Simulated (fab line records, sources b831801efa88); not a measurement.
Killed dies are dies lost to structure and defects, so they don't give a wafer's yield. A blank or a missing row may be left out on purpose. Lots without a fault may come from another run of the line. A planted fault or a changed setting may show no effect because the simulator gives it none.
Which tool did it? | flow sky130 | 11 lots, 33 wafers sampled, at 2 steps of a route of 708

WHAT THE GAUGES READ, wafer by wafer
SKY_LDD_HVN_OVL_MEAS_07.
lot  | measured     | on         | LDD_HVN_OVL (nm)
L694 | day 21 03:58 | overlay-02 | 0.2 1.4 1.6
L697 | day 22 05:35 | overlay-02 | -1.5 -0.4 -1.2
L698 | day 22 22:43 | overlay-02 | -3.9 -3.1 -1.7
L701 | day 23 12:13 | overlay-01 | -1.3 -0.9 -1.9
L703 | day 24 11:22 | overlay-01 | 0.7 -1.2 -0.2
L704 | day 24 11:31 | overlay-01 | -0.6 -1.0 -1.9
L706 | day 24 23:30 | overlay-01 | 1.0 0.1 0.8
L708 | day 26 01:16 | overlay-01 | -1.2 0.7 -0.3
L710 | day 26 07:22 | overlay-01 | 0.8 1.5 2.5
L713 | day 27 09:49 | overlay-01 | 1.4 0.7 -1.1
L715 | day 28 01:25 | overlay-01 | -2.8 -1.5 -1.6

WHICH TOOL RAN EACH LOT (tool, then ch and the chambers of the sampled wafers, then the start)
lot  | SKY_RES_PROTECT_STRIP_07
L694 | plasma_asher-01 ch 0,1, day 15 16:07
L697 | plasma_asher-04 ch 0,1, day 16 19:37
L698 | plasma_asher-04 ch 0,1, day 17 12:52
L701 | plasma_asher-04 ch 1, day 18 03:47
L703 | plasma_asher-03 ch 0,1, day 19 02:02
L704 | plasma_asher-01 ch 0,1, day 19 02:20
L706 | plasma_asher-03 ch 0,1, day 19 16:09
L708 | plasma_asher-01 ch 0,1, day 20 18:55
L710 | plasma_asher-03 ch 0,1, day 21 02:28
L713 | plasma_asher-04 ch 0,1, day 22 07:26
L715 | plasma_asher-03 ch 0,1, day 22 22:49
- SKY_RES_PROTECT_STRIP_07: strips in O2/N2.

THE ANSWER, worked out from the rows above alone
Rule: what is usual is taken from the lots themselves. Put in order of their means at a reading, lots are off if they are a third of the lots or fewer, leave a main group of 4 or more, and stand apart from it by a gap of 3 or more times the standard deviation of the main group's means; of several such gaps the widest counts. A main group whose means are all the same, to the digits that the tables above print for the reading, isn't used. A lot without any number at a reading at which 4 lots or more have one is off too. The other lots that the step has rows for count as sound.
No lot is off at any reading shown: from this, nothing can be told.

WHAT THE SIMULATOR HAD PUT IN
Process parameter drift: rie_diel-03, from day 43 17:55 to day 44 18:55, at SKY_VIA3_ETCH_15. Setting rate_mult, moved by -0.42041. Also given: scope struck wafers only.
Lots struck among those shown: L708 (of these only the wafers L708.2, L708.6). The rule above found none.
